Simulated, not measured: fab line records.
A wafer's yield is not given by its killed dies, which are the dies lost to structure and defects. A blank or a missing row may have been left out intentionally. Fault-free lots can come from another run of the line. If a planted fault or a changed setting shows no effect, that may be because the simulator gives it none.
Split-lot trial / flow sky130 / 23 wafers read from 5 lots, route of 708 steps

ON THE SPLIT
At SKY_VT_ADJUST_HVTR_EXPOSE_04 (exposes mask HVTRM, target cd 380 nm), the setting doseMj was moved away from the recipe's 150 on 9 of the 23 wafers read, by -2.6% to +6.8%. The other wafers ran this setting at the recipe's value.

FROM THE SPLIT TO THE READING: what the file shows between them, 2 steps
- SKY_VT_ADJUST_HVTR_PEB_05
- SKY_VT_ADJUST_HVTR_DEVELOP_06: develop time 60 s

THE READING
cdNm (nm) at SKY_VT_ADJUST_HVTR_CD_MEAS_07, where the cd target is 380 nm. A value of 379 nm with a standard deviation of 3.5 nm is what fault-free wafers of this fab line usually give.

wafer=L079.1; tool, chamber at the split=ilineStepper-02, 0; doseMj as run=160; against the recipe=+6.7%; cdNm, nm=402; against lot-mates on the recipe=+17
wafer=L079.2; tool, chamber at the split=ilineStepper-02, 0; doseMj as run=160; against the recipe=+6.7%; cdNm, nm=403; against lot-mates on the recipe=+18
wafer=L079.3; tool, chamber at the split=ilineStepper-02, 0; doseMj as run=150; against the recipe=recipe; cdNm, nm=385; against lot-mates on the recipe=-
wafer=L079.4; tool, chamber at the split=ilineStepper-02, 0; doseMj as run=160; against the recipe=+6.7%; cdNm, nm=402; against lot-mates on the recipe=+17
wafer=L079.6; tool, chamber at the split=ilineStepper-02, 0; doseMj as run=150; against the recipe=recipe; cdNm, nm=385; against lot-mates on the recipe=-
wafer=L080.1; tool, chamber at the split=ilineStepper-01, 0; doseMj as run=160.2; against the recipe=+6.8%; cdNm, nm=401; against lot-mates on the recipe=+18
wafer=L080.2; tool, chamber at the split=ilineStepper-01, 0; doseMj as run=160.2; against the recipe=+6.8%; cdNm, nm=403; against lot-mates on the recipe=+20
wafer=L080.4; tool, chamber at the split=ilineStepper-01, 0; doseMj as run=150; against the recipe=recipe; cdNm, nm=383; against lot-mates on the recipe=-
wafer=L080.5; tool, chamber at the split=ilineStepper-01, 0; doseMj as run=150; against the recipe=recipe; cdNm, nm=384; against lot-mates on the recipe=-
wafer=L080.6; tool, chamber at the split=ilineStepper-01, 0; doseMj as run=160.2; against the recipe=+6.8%; cdNm, nm=403; against lot-mates on the recipe=+20
wafer=L081.1; tool, chamber at the split=ilineStepper-02, 0; doseMj as run=150; against the recipe=recipe; cdNm, nm=378; against lot-mates on the recipe=-
wafer=L081.2; tool, chamber at the split=ilineStepper-02, 0; doseMj as run=150; against the recipe=recipe; cdNm, nm=377; against lot-mates on the recipe=-
wafer=L081.3; tool, chamber at the split=ilineStepper-02, 0; doseMj as run=150; against the recipe=recipe; cdNm, nm=376; against lot-mates on the recipe=-
wafer=L084.2; tool, chamber at the split=ilineStepper-02, 0; doseMj as run=150; against the recipe=recipe; cdNm, nm=376; against lot-mates on the recipe=-
wafer=L084.3; tool, chamber at the split=ilineStepper-02, 0; doseMj as run=150; against the recipe=recipe; cdNm, nm=376; against lot-mates on the recipe=-
wafer=L084.4; tool, chamber at the split=ilineStepper-02, 0; doseMj as run=150; against the recipe=recipe; cdNm, nm=379; against lot-mates on the recipe=-
wafer=L084.5; tool, chamber at the split=ilineStepper-02, 0; doseMj as run=150; against the recipe=recipe; cdNm, nm=378; against lot-mates on the recipe=-
wafer=L084.6; tool, chamber at the split=ilineStepper-02, 0; doseMj as run=150; against the recipe=recipe; cdNm, nm=378; against lot-mates on the recipe=-
wafer=L085.1; tool, chamber at the split=ilineStepper-02, 0; doseMj as run=150; against the recipe=recipe; cdNm, nm=384; against lot-mates on the recipe=-
wafer=L085.2; tool, chamber at the split=ilineStepper-02, 0; doseMj as run=150; against the recipe=recipe; cdNm, nm=385; against lot-mates on the recipe=-
wafer=L085.3; tool, chamber at the split=ilineStepper-02, 0; doseMj as run=146.1; against the recipe=-2.6%; cdNm, nm=375; against lot-mates on the recipe=-10
wafer=L085.5; tool, chamber at the split=ilineStepper-02, 0; doseMj as run=146.1; against the recipe=-2.6%; cdNm, nm=375; against lot-mates on the recipe=-10
wafer=L085.6; tool, chamber at the split=ilineStepper-02, 0; doseMj as run=146.1; against the recipe=-2.6%; cdNm, nm=376; against lot-mates on the recipe=-8

THE FIT
A straight line over all 23 wafers: cdNm changes by +3.1 nm for each +1% of doseMj; r = +0.96; the points scatter about the line by 3.2 nm.
The same after taking each lot's own level away (the mean of its wafers on the recipe; 23 wafers): +2.79 nm for each +1%; r = +0.99; scatter 1.1 nm.
On that fit, the largest move of doseMj shifts the reading by 19 nm.
The lots' own levels span 377.0 to 385.0 nm, that is 2.3 times the standard deviation above.
So the slope is not independent of the lot-to-lot level: the two fits are not the same.
Check: +18.8 nm against its lot-mates is what the line predicts for one of the wafers moved furthest among these (+6.8%) when that wafer is left out of the fit. It came out at +17.5 nm against them.

THE WHOLE CHAIN: every reading that the file lists as answering this split, in the file's order
step=SKY_VT_ADJUST_HVTR_DEVELOP_06; what it does=develop time 60 s; reading=VT_ADJUST_HVTR.cdNm (the simulator's own value, which no gauge read); change (the file's fit)=+2.71 nm for each +1% of the setting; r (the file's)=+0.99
step=SKY_VT_ADJUST_HVTR_CD_MEAS_07; what it does=target cd 380 nm; reading=cdNm; change (the file's fit)=+2.72 nm for each +1% of the setting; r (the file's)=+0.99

THE FILE'S OWN FIT
cdNm changes by +2.72 nm for each +1% of doseMj, r = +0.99.
